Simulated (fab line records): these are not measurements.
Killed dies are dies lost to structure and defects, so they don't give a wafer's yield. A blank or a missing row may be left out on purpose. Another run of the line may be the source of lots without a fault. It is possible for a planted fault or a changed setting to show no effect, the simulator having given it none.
One fault seen from 2 desks / flow sfq-line / numbers are kept per desk, each desk with only its own; the story behind them comes last

THE TOOL OWNER'S DESK: pvd-sputter-05
The tool's own readings at SFQ_TRILAYER_M0_DEP_SPUTTER_019 (material Nb, target thk 200 nm, time 133.3 s): means of the sampled wafers that have a number, for each lot that ran on this tool. Marked OUT: a lot whose mean sits more than 4 standard deviations from the usual mean, which makes it out of limits; the brackets give that distance.
Columns: A = resputter-cathode-voltage-v at SFQ_TRILAYER_M0_DEP_SPUTTER_019, usual 400 V; B = throttle-valve-pct at SFQ_TRILAYER_M0_DEP_SPUTTER_019, usual 30.1 %
lot=L690; first seen here=day 9 18:21; A=397; B=30.1
lot=L692; first seen here=day 10 08:06; A=398; B=30.9
lot=L702; first seen here=day 13 08:39; A=399; B=30.4
lot=L704; first seen here=day 13 21:15; A=400; B=30.4
Finding of this desk: none of the 4 lots has anything out of limits.

THE METROLOGY DESK
What the gauges read for every lot (on any tool): the sampled wafers with a number, averaged. Marked OUT: a lot whose mean sits more than 4 standard deviations from the usual mean, which makes it out of limits; the brackets give that distance.
Columns: A = L0V_OVL at SFQ_L0V_OVL_MEAS_903, usual 2 nm; B = M0_NB_RS at SFQ_M0_RS_MEAS_904, usual 0.889 ohm/sq; C = M1_NB_RS at SFQ_M1_RS_MEAS_909, usual 0.889 ohm/sq
lot=L685; first seen here=day 7 22:14; A=-3; B=0.893; C=0.883
lot=L686; first seen here=day 8 04:13; A=3; B=0.891; C=0.902
lot=L688; first seen here=day 8 23:25; A=1; B=0.887; C=0.891
lot=L689; first seen here=day 9 09:01; A=-2; B=0.881; C=0.896
lot=L690; first seen here=day 9 17:25; A=6; B=0.889; C=0.907
lot=L691; first seen here=day 9 23:48; A=4; B=0.906; C=0.872
lot=L692; first seen here=day 10 07:00; A=6; B=0.887; C=0.884
lot=L693; first seen here=day 10 11:48; A=-4; B=0.891; C=0.888
lot=L696; first seen here=day 11 11:55; A=-3; B=0.899; C=0.893
lot=L697; first seen here=day 11 15:32; A=10; B=0.900; C=0.881
lot=L699; first seen here=day 12 09:36; A=9; B=0.896; C=0.903
lot=L702; first seen here=day 13 07:07; A=-9; B=0.874; C=0.880
lot=L704; first seen here=day 13 20:20; A=3; B=1.054 (+19) OUT; C=0.873
Per this desk, out of limits: L704; the first was L704, day 13 21:22 (M0_NB_RS at SFQ_M0_RS_MEAS_904). Within limits: L685, L686, L688, L689, L690, L691, L692, L693, L696, L697, L699, L702.

ALL TOGETHER
Metrology desk: alarm possible at day 13 21:22 on L704.
The desk of the tool owner found nothing out of limits.
The tool owner's desk has L704 on record, within its limits.
The lots listed all ran SFQ_TRILAYER_M0_DEP_SPUTTER_019 on pvd-sputter-05.

WHAT WAS PUT IN BY THE SIMULATOR
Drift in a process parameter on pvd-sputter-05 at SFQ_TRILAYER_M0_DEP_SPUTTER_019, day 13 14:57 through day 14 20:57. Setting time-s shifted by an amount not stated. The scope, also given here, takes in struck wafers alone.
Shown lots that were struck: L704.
Hours from the fault's start to each desk's first reading out of limits: the metrology desk, 6.
